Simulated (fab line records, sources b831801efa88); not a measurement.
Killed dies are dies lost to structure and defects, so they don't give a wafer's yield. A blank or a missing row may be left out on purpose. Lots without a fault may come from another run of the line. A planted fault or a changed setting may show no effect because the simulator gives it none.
fab line records | flow gf180mcu | part 1 of 2: steps 1 to 32 of 33
record lots=7 wafers=21 last_day=33
route steps=602 shown HV_LDD@232 NSD@235 PSD@248 PASSIVATION@602
lots that met no fault: from a run of the same line without faults
start_h: hours from the record's first day to the start of the lot's first wafer shown | wait_h: hours since the lot's step before | " the same as in the row above | L1.1+2: a row that stands for several wafers | - no value, or no start given | * or withheld: withheld | < > ~ a bound
route shown NAME@n: a module of which the file shows steps, and the number in the route of the first | usual: mean/standard deviation of fault-free wafers | same: alike in all rows | chamber/n: place in a boat | sites: the reading at each site | _std_site: their standard deviation | _edge_site: outer sites' mean less inner sites' | radius_mm: how far each site lies from the wafer's centre | mask NAME#n: copy n | behind: the tool/chamber that last shaped the wafer | hold: why the lot was held/for how many hours/how that ended | device: the transistor (n, p or np) that didn't switch | end of line: the same wafers' tests at the end of the route | a step without rows: its recipe alone | killed: dies lost to structure and defects at the first sort, not the wafer's yield | map: a wafer's dies, x killed, . not, _ none there
set.NAME: the setting as run; set.NAME@STEP: as run at that earlier step | model.NAME: the simulator's own value behind a step, which no gauge read
lots at some steps of the route; a table a step, a row a wafer
services: from which hour (start_h, from the record's first day; less than 0 if before it) a tool's chamber was out of use, for how many hours, and why
## steps
# step GF_HV_LDD_CVD_56
# recipe material=Si3N4 precursor=DCS/NH3 target_thk_nm=90 temp_c=770 time_s=1543 pressure_mtorr=250
# step GF_HV_LDD_THK_MEAS_57
# recipe reads=Si3N4_of_HV_LDD_CVD_56
# usual HV_LDD_CVD_56_THK=90.1/0.99
# columns lot.wafer tool chamber start_h wait_h HV_LDD_CVD_56_THK[nm]
L789.2 film_metro-02 - 312.29 0.0 90.1
L789.4 " - " " 89.5
L789.5 " - " " 90.0
L790.1 film_metro-04 - 316.88 0.0 88.6
L790.3 " - " " 88.9
L790.6 " - " " 88.9
L795.1 film_metro-04 - 363.26 0.0 89.8
L795.2 " - " " 89.2
L795.3 " - " " 89.7
L796.2 film_metro-03 - 373.43 0.0 92.2
L796.3 " - " " 90.7
L796.6 " - " " 90.8
L799.1 film_metro-04 - 393.92 0.0 90.5
L799.2 " - " " 90.4
L799.5 " - " " 90.0
L802.2 film_metro-02 - 413.37 0.0 91.5
L802.3 " - " " 91.8
L802.5 " - " " 91.2
L803.1 film_metro-04 - 422.49 0.0 90.1
L803.4 " - " " 89.9
L803.6 " - " " 90.1
# step GF_HV_LDD_ETCHBACK_58
# recipe chemistry=CH3F/O2 target=Si3N4 stop_on=SiO2 source_w=400 bias_w=80 pressure_mtorr=25 ch3f_flow_sccm=40 O2_flow_sccm=30 time_s=100 target_depth_a=900
# usual bias_w=79.98/0.25 drypump_motor_current_A=5.7/0.5 oes_product_au=0.844/0.0068 throttle_valve_pct=10.560/0.0095
# columns lot.wafer tool chamber start_h wait_h bias_w drypump_motor_current_A oes_product_au rf_hours_counter_h throttle_valve_pct
L789.2 rie_diel-03 3 312.34 0.0 79.75 6.2 0.843 74 10.569
L789.4 " 1 " " 79.94 5.6 0.839 119 10.575
L789.5 " 0 " " 79.90 4.9 0.844 - 10.563
L790.1 rie_diel-03 2 316.94 0.1 79.37 6.5 0.845 68 10.577
L790.3 " 0 " " 80.32 4.9 0.830 68 10.533
L790.6 " 1 " " 80.08 5.6 0.839 - 10.550
L795.1 rie_diel-03 2 363.32 0.1 80.21 6.5 0.842 69 10.554
L795.2 " 0 " " 80.11 4.9 0.842 70 10.574
L795.3 " 3 " " 79.94 6.2 0.854 75 10.553
L796.2 rie_diel-02 3 373.48 0.0 79.82 5.1 0.850 14 10.563
L796.3 " 0 " " 80.16 5.6 0.847 31 10.549
L796.6 " 0 " " 79.87 5.6 0.850 - 10.564
L799.1 rie_diel-02 0 393.98 0.1 80.05 5.6 0.844 32 10.556
L799.2 " 1 " " 80.09 5.5 0.850 43 10.566
L799.5 " 1 " " 79.75 5.6 0.840 - 10.549
L802.2 rie_diel-03 3 413.42 0.0 80.01 6.2 0.856 77 10.553
L802.3 " 0 " " 80.16 4.9 0.854 71 10.560
L802.5 " 3 " " 79.88 6.2 0.843 - 10.554
L803.1 rie_diel-02 2 422.55 0.1 79.68 6.2 0.847 32 10.555
L803.4 " 0 " " 79.97 5.6 0.844 32 10.544
L803.6 " 2 " " 79.46 6.2 0.844 - 10.557
# step GF_NSD_DEHYDRATE_00
# recipe temp_c=200 time_s=60
# step GF_NSD_HMDS_01
# recipe prime_time_s=60 prime_temp_c=120
# step GF_NSD_COAT_02
# recipe resist=NOVOLAK spin_rpm=2977 resist_thk_nm=1000
# step GF_NSD_SOFTBAKE_03
# recipe temp_c=90 time_s=60 resist=NOVOLAK
# step GF_NSD_EXPOSE_04
# recipe mask_id=Nplus target_cd_nm=400 na=0.6 source_shape=conventional sigma_outer=0.6 dose_mj=140
# step GF_NSD_PEB_05
# recipe temp_c=withheld time_s=* resist=NOVOLAK
# step GF_NSD_DEVELOP_06
# recipe develop_time_s=60 dev_temp_c=23
# step GF_NSD_CD_MEAS_07
# recipe target_cd_nm=400
# usual cd_nm=400.0/2.4
# columns lot.wafer tool chamber start_h wait_h cd_nm
L789.2 cd_sem-01 - 334.02 0.1 398.4
L789.4 " - " " 396.6
L789.5 " - " " 397.0
L790.1 cd_sem-01 - 337.72 0.1 401.6
L790.3 " - " " 401.6
L790.6 " - " " 402.8
L795.1 cd_sem-02 - 385.73 0.1 399.5
L795.2 " - " " 400.6
L795.3 " - " " 399.3
L796.2 cd_sem-01 - 396.55 0.1 398.2
L796.3 " - " " 400.1
L796.6 " - " " 400.1
L799.1 cd_sem-01 - 416.96 0.1 406.2
L799.2 " - " " 405.1
L799.5 " - " " 405.3
L802.2 cd_sem-01 - 436.90 0.1 401.8
L802.3 " - " " 399.2
L802.5 " - " " 402.4
L803.1 cd_sem-01 - 446.16 0.1 397.6
L803.4 " - " " 398.0
L803.6 " - " " 396.5
# step GF_NSD_OVL_MEAS_08
# usual NSD_OVL=0.3/1.4
# columns lot.wafer tool chamber start_h wait_h NSD_OVL[nm]
L789.2 overlay-02 - 334.12 0.1 -1.6
L789.4 " - " " -0.9
L789.5 " - " " 0.9
L790.1 overlay-01 - 337.84 0.1 -0.5
L790.3 " - " " 1.2
L790.6 " - " " 1.0
L795.1 overlay-01 - 385.85 0.1 -0.2
L795.2 " - " " -0.7
L795.3 " - " " 0.4
L796.2 overlay-01 - 396.66 0.1 2.5
L796.3 " - " " 2.6
L796.6 " - " " 2.2
L799.1 overlay-02 - 417.08 0.1 -0.6
L799.2 " - " " 0.3
L799.5 " - " " -1.1
L802.2 overlay-01 - 437.01 0.1 0.8
L802.3 " - " " 2.6
L802.5 " - " " 0.4
L803.1 overlay-02 - 446.28 0.1 0.5
L803.4 " - " " 0.5
L803.6 " - " " -0.8
# step GF_NSD_IMPLANT_09
# recipe species=As energy_kev=60 dose_cm2=4e+15 tilt_deg=7
# usual end_station_pressure_torr=1.38e-05/7e-07 tilt_deg=6.999/0.017
# columns lot.wafer tool chamber start_h wait_h end_station_pressure_torr tilt_deg
L789.2 implanter-01 0 334.18 0.0 1.45e-05 7.000
L789.4 " 0 " " 1.29e-05 7.008
L789.5 " 0 " " 1.39e-05 6.985
L789.2 implanter-01 0 334.49 0.3 1.31e-05 7.001
L789.4 " 0 " " 1.38e-05 7.000
L789.5 " 0 " " 1.45e-05 7.037
L790.1 implanter-01 0 337.88 0.0 1.41e-05 7.027
L790.3 " 0 " " 1.31e-05 6.991
L790.6 " 0 " " 1.39e-05 6.983
L795.1 implanter-02 0 385.89 0.0 1.31e-05 6.986
L795.2 " 0 " " 1.4e-05 6.966
L795.3 " 0 " " 1.48e-05 6.996
L795.1 implanter-02 0 386.20 0.3 1.44e-05 7.023
L795.2 " 0 " " 1.49e-05 7.027
L795.3 " 0 " " 1.31e-05 6.978
L796.2 implanter-04 0 396.71 0.0 1.35e-05 6.996
L796.3 " 0 " " 1.39e-05 7.024
L796.6 " 0 " " 1.31e-05 7.018
L796.2 implanter-04 0 397.03 0.3 1.4e-05 7.011
L796.3 " 0 " " 1.34e-05 7.009
L796.6 " 0 " " 1.39e-05 7.013
L799.1 implanter-04 0 417.12 0.0 1.34e-05 6.988
L799.2 " 0 " " 1.42e-05 7.005
L799.5 " 0 " " 1.36e-05 6.976
L802.2 implanter-02 0 437.06 0.0 1.4e-05 7.021
L802.3 " 0 " " 1.39e-05 6.979
L802.5 " 0 " " 1.38e-05 6.995
L803.1 implanter-04 0 446.32 0.0 1.26e-05 6.998
L803.4 " 0 " " 1.38e-05 6.973
L803.6 " 0 " " 1.36e-05 7.024
# step GF_NSD_IMPLANT_10
# recipe species=P energy_kev=40 dose_cm2=5e+14 tilt_deg=7
# step GF_NSD_STRIP_11
# recipe chemistry=O2/N2 power_w=1400 pressure_mtorr=1500 platen_temp_c=250 o2_flow_sccm=3000 n2_flow_sccm=300 overash_fraction=0.5
# usual drypump_motor_current_A=5.9/0.33 heater_power_w=371/37 oes_product_au=0.487/0.0047 strip_time_to_endpoint_s=23.02/0.037
# same overash_fraction=0.5
# columns lot.wafer tool chamber start_h wait_h drypump_motor_current_A heater_power_w oes_product_au rf_hours_counter_h strip_time_to_endpoint_s
L789.2 plasma_asher-01 0 334.77 0.1 6.4 411 0.478 68 24.16
L789.4 " 1 " " 5.9 356 0.481 - 24.20
L789.5 " 0 " " 6.4 412 0.472 - 24.17
L790.1 plasma_asher-01 0 338.18 0.1 6.4 414 0.483 69 23.03
L790.3 " 1 " " 5.9 351 0.489 - 22.99
L790.6 " 0 " " 6.4 424 0.490 - 23.02
L795.1 plasma_asher-02 1 386.50 0.1 5.6 293 0.467 61 24.17
L795.2 " 0 " " 5.5 320 0.480 61 24.13
L795.3 " 1 " " 5.6 295 0.482 - 24.16
L796.2 plasma_asher-01 0 397.30 0.1 6.4 421 0.479 75 24.16
L796.3 " 0 " " 6.4 417 0.480 - 24.14
L796.6 " 0 " " 6.4 431 0.468 - 24.18
L799.1 plasma_asher-01 0 417.42 0.1 6.4 425 0.486 77 23.01
L799.2 " 1 " " 5.9 355 0.494 77 23.04
L799.5 " 1 " " 5.9 357 0.485 - 23.01
L802.2 plasma_asher-03 0 437.34 0.1 5.5 394 0.486 34 23.01
L802.3 " 0 " " 5.5 391 0.488 - 23.00
L802.5 " 1 " " 5.9 371 0.486 - 22.97
L803.1 plasma_asher-03 1 446.62 0.1 5.8 380 0.484 35 22.93
L803.4 " 1 " " 5.8 378 0.487 - 23.01
L803.6 " 1 " " 5.8 376 0.485 - 22.98
# step GF_NSD_TW_MEAS_12
# usual NSD_TW=4243/44
# columns lot.wafer tool chamber start_h wait_h NSD_TW
L789.2 film_metro-04 - 334.88 0.1 4309
L789.4 " - " " 4302
L789.5 " - " " 4308
L790.1 film_metro-01 - 338.28 0.1 4313
L790.3 " - " " 4312
L790.6 " - " " 4312
L795.1 film_metro-01 - 386.60 0.1 4332
L795.2 " - " " 4369
L795.3 " - " " 4363
L796.2 film_metro-04 - 397.41 0.1 4282
L796.3 " - " " 4299
L796.6 " - " " 4314
L799.1 film_metro-01 - 417.52 0.1 4301
L799.2 " - " " 4323
L799.5 " - " " 4289
L802.2 film_metro-01 - 437.45 0.1 4270
L802.3 " - " " 4275
L802.5 " - " " 4306
L803.1 film_metro-04 - 446.72 0.1 4202
L803.4 " - " " 4211
L803.6 " - " " 4206
# step GF_PSD_DEHYDRATE_00
# recipe temp_c=200 time_s=60
# step GF_PSD_HMDS_01
# recipe prime_time_s=60 prime_temp_c=120
# step GF_PSD_COAT_02
# recipe resist=NOVOLAK spin_rpm=3000 resist_thk_nm=1000
# step GF_PSD_SOFTBAKE_03
# recipe temp_c=90 time_s=60 resist=NOVOLAK
# step GF_PSD_EXPOSE_04
# recipe mask_id=Pplus target_cd_nm=400 na=0.6 source_shape=conventional sigma_outer=0.6 dose_mj=140
# step GF_PSD_PEB_05
# recipe temp_c=withheld time_s=* resist=NOVOLAK
# step GF_PSD_DEVELOP_06
# recipe develop_time_s=60 dev_temp_c=23
# step GF_PSD_CD_MEAS_07
# recipe target_cd_nm=400
# usual cd_nm=400.1/2.6
# columns lot.wafer tool chamber start_h wait_h cd_nm
L789.2 cd_sem-01 - 355.72 0.1 397.5
L789.4 " - " " 394.8
L789.5 " - " " 397.1
L790.1 cd_sem-01 - 359.35 0.1 401.9
L790.3 " - " " 400.7
L790.6 " - " " 400.1
L795.1 cd_sem-02 - 409.25 0.1 405.0
L795.2 " - " " 403.8
L795.3 " - " " 402.7
L796.2 cd_sem-01 - 420.47 0.1 404.4
L796.3 " - " " 402.8
L796.6 " - " " 404.6
L799.1 cd_sem-01 - 441.32 0.2 400.6
L799.2 " - " " 402.4
L799.5 " - " " 398.2
L802.2 cd_sem-01 - 462.07 0.1 398.6
L802.3 " - " " 398.0
L802.5 " - " " 397.9
L803.1 cd_sem-02 - 471.06 0.1 402.9
L803.4 " - " " 403.3
L803.6 " - " " 404.1
# step GF_PSD_OVL_MEAS_08
# usual PSD_OVL=0.9/1.3
# columns lot.wafer tool chamber start_h wait_h PSD_OVL[nm]
L789.2 overlay-01 - 355.83 0.1 -0.5
L789.4 " - " " 0.4
L789.5 " - " " -1.3
L790.1 overlay-01 - 359.47 0.1 2.7
L790.3 " - " " 1.3
L790.6 " - " " 2.1
L795.1 overlay-01 - 409.37 0.1 1.0
L795.2 " - " " 1.2
L795.3 " - " " 1.9
L796.2 overlay-02 - 420.58 0.1 1.9
L796.3 " - " " 1.9
L796.6 " - " " 2.4
L799.1 overlay-02 - 441.44 0.1 0.9
L799.2 " - " " -0.9
L799.5 " - " " 0.0
L802.2 overlay-02 - 462.18 0.1 2.3
L802.3 " - " " 2.7
L802.5 " - " " 3.3
L803.1 overlay-01 - 471.18 0.1 0.6
L803.4 " - " " 2.5
L803.6 " - " " 3.3
# step GF_PSD_IMPLANT_09
# recipe species=BF2 energy_kev=40 dose_cm2=1.5e+15 tilt_deg=7
# step GF_PSD_STRIP_10
# recipe chemistry=O2/N2 power_w=1400 pressure_mtorr=1500 platen_temp_c=250 o2_flow_sccm=3000 n2_flow_sccm=300 overash_fraction=0.5
# usual drypump_motor_current_A=5.9/0.32 heater_power_w=369/36 oes_product_au=0.592/0.0047 strip_time_to_endpoint_s=16.54/0.037
# same overash_fraction=0.5
# columns lot.wafer tool chamber start_h wait_h drypump_motor_current_A heater_power_w oes_product_au rf_hours_counter_h strip_time_to_endpoint_s
L789.2 plasma_asher-01 1 356.01 0.1 5.9 350 0.589 70 16.53
L789.4 " 1 " " 5.9 355 0.598 - 16.56
L789.5 " 1 " " 5.9 350 0.591 - 16.60
L790.1 plasma_asher-01 0 359.66 0.1 6.4 412 0.596 71 16.57
L790.3 " 0 " " 6.4 417 0.589 - 16.58
L790.6 " 0 " " 6.4 411 0.594 - 16.53
L795.1 plasma_asher-01 0 409.55 0.1 6.3 421 0.593 76 16.53
L795.2 " 1 " " 5.9 353 0.590 76 16.56
L795.3 " 1 " " 5.9 353 0.594 - 16.57
L796.2 plasma_asher-03 1 420.76 0.1 5.8 374 0.588 33 16.59
L796.3 " 1 " " 5.8 379 0.588 - 16.54
L796.6 " 1 " " 5.8 371 0.595 - 16.50
L799.1 plasma_asher-01 1 441.63 0.1 5.9 360 0.590 80 16.51
L799.2 " 0 " " 6.4 412 0.585 80 16.51
L799.5 " 0 " " 6.4 423 0.589 - 16.55
L802.2 plasma_asher-04 0 462.36 0.1 5.7 357 0.589 4 16.54
L802.3 " 0 " " 5.8 365 0.598 - 16.54
L802.5 " 0 " " 5.8 362 0.595 - 16.51
L803.1 plasma_asher-03 0 471.36 0.1 5.5 395 0.583 38 16.63
L803.4 " 0 " " 5.5 382 0.591 - 16.62
L803.6 " 0 " " 5.5 388 0.585 - 16.63
# step GF_PSD_TW_MEAS_11
# usual PSD_TW=3171/31
# columns lot.wafer tool chamber start_h wait_h PSD_TW
L789.2 film_metro-03 - 356.12 0.1 3146
L789.4 " - " " 3142
L789.5 " - " " 3153
L790.1 film_metro-01 - 359.76 0.1 3211
L790.3 " - " " 3218
L790.6 " - " " 3206
L795.1 film_metro-01 - 409.65 0.1 3212
L795.2 " - " " 3227
L795.3 " - " " 3223
L796.2 film_metro-01 - 420.87 0.1 3230
L796.3 " - " " 3236
L796.6 " - " " 3221
L799.1 film_metro-03 - 441.73 0.1 3163
L799.2 " - " " 3171
L799.5 " - " " 3172
L802.2 film_metro-03 - 462.47 0.1 3146
L802.3 " - " " 3138
L802.5 " - " " 3144
L803.1 film_metro-03 - 471.46 0.1 3160
L803.4 " - " " 3145
L803.6 " - " " 3167
# step GF_PSD_CLEAN_12
# recipe chemistry=SC1/SC2 mix=1:4:20 temp_c=70 time_s=150 dry=n2_spin
# step GF_PSD_RTA_13
# recipe temp_c=1025 time_s=20 ambient=N2
# usual lamp_power_pct=34.5/1.2 wafer_temp_C_max=1030.7/1.3
# columns lot.wafer tool chamber start_h wait_h lamp_power_pct wafer_temp_C_max
L789.2 rtp_anneal-02 0 356.24 0.0 33.6 1029.9
L789.4 " 0 " " 33.5 1030.4
L789.5 " 0 " " 33.5 1031.2
L790.1 rtp_anneal-02 0 359.87 0.0 33.5 1031.9
L790.3 " 0 " " 33.5 1028.7
L790.6 " 0 " " 33.6 1031.8
L795.1 rtp_anneal-01 0 409.76 0.0 35.9 1032.6
L795.2 " 0 " " 35.9 1033.0
L795.3 " 0 " " 35.9 1030.3
L796.2 rtp_anneal-01 0 420.98 0.0 36.0 1031.8
L796.3 " 0 " " 36.0 1031.5
L796.6 " 0 " " 35.9 1031.7
L799.1 rtp_anneal-02 0 441.84 0.0 33.6 1029.0
L799.2 " 0 " " 33.5 1029.8
L799.5 " 0 " " 33.6 1030.6
L802.2 rtp_anneal-01 0 462.58 0.0 36.0 1030.5
L802.3 " 0 " " 36.0 1034.9
L802.5 " 0 " " 35.9 1032.0
L803.1 rtp_anneal-02 0 471.57 0.0 33.5 1028.4
L803.4 " 0 " " 33.6 1031.1
L803.6 " 0 " " 33.6 1030.6
# step GF_PSD_RS_MEAS_14
# recipe thk_meas_gauge=four-point-probe
# usual NSD_RS=46.13/0.079
# columns lot.wafer tool chamber start_h wait_h NSD_RS[ohm/sq]
L789.2 film_metro-03 - 356.33 0.1 43.93
L789.4 " - " " 43.94
L789.5 " - " " 43.94
L790.1 film_metro-03 - 359.96 0.1 46.05
L790.3 " - " " 46.01
L790.6 " - " " 45.93
L795.1 film_metro-01 - 409.84 0.1 44.12
L795.2 " - " " 44.19
L795.3 " - " " 44.12
L796.2 film_metro-03 - 421.07 0.1 43.95
L796.3 " - " " 43.99
L796.6 " - " " 44.00
L799.1 film_metro-04 - 441.92 0.1 46.15
L799.2 " - " " 46.13
L799.5 " - " " 46.18
L802.2 film_metro-04 - 462.67 0.1 46.28
L802.3 " - " " 46.20
L802.5 " - " " 46.17
L803.1 film_metro-03 - 471.66 0.1 46.15
L803.4 " - " " 46.09
L803.6 " - " " 46.04
# step GF_PSD_RS_MEAS_15
# recipe thk_meas_gauge=four-point-probe
# usual PSD_RS=108.6/0.31
# columns lot.wafer tool chamber start_h wait_h PSD_RS[ohm/sq]
L789.2 film_metro-03 - 356.45 0.1 108.1
L789.4 " - " " 108.0
L789.5 " - " " 108.2
L790.1 film_metro-03 - 360.08 0.1 107.8
L790.3 " - " " 108.4
L790.6 " - " " 108.4
L795.1 film_metro-01 - 409.96 0.1 109.2
L795.2 " - " " 109.2
L795.3 " - " " 109.1
L796.2 film_metro-03 - 421.19 0.1 108.8
L796.3 " - " " 108.5
L796.6 " - " " 109.0
L799.1 film_metro-04 - 442.04 0.1 108.2
L799.2 " - " " 108.4
L799.5 " - " " 108.5
L802.2 film_metro-04 - 462.79 0.1 108.9
L802.3 " - " " 108.8
L802.5 " - " " 108.4
L803.1 film_metro-03 - 471.78 0.1 108.5
L803.4 " - " " 108.7
L803.6 " - " " 108.0
## key
first_sign step=GF_NSD_IMPLANT_09 reading=visit direction=added
effect step=GF_NSD_STRIP_11 reading=strip_time_to_endpoint_s direction=up sigmas=31 usual=* struck=*
effect step=GF_NSD_TW_MEAS_12 reading=NSD_TW direction=up sigmas=1.7 usual=4243 struck=4320
effect step=GF_PSD_RS_MEAS_14 reading=NSD_RS direction=down sigmas=27 usual=46.13 struck=44.02
model_effect step=GF_PASSIVATION_PROBE_99 value=etest.npoly_u.line_ohm_um without=385 struck=254
met_at GF_NSD_IMPLANT_09
struck_wafers L789.2,L789.4,L789.5,L795.1,L795.2,L795.3,L796.2,L796.3,L796.6
tester_left_out L789,L795,L796
fault kind=repeated_step_whole tool=implanter-01,implanter-02,implanter-04 chamber=- onset_h=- steps=GF_NSD_IMPLANT_09 times=1 scope=struck_lots_only
# tester_left_out: of these lots the tester's yield and bins aren't shown, on N5 and GAA mostly nor the transistor test; their killed dies are dies lost to structure and defects alone, not to doping, threshold or leakage, so they don't give the yield
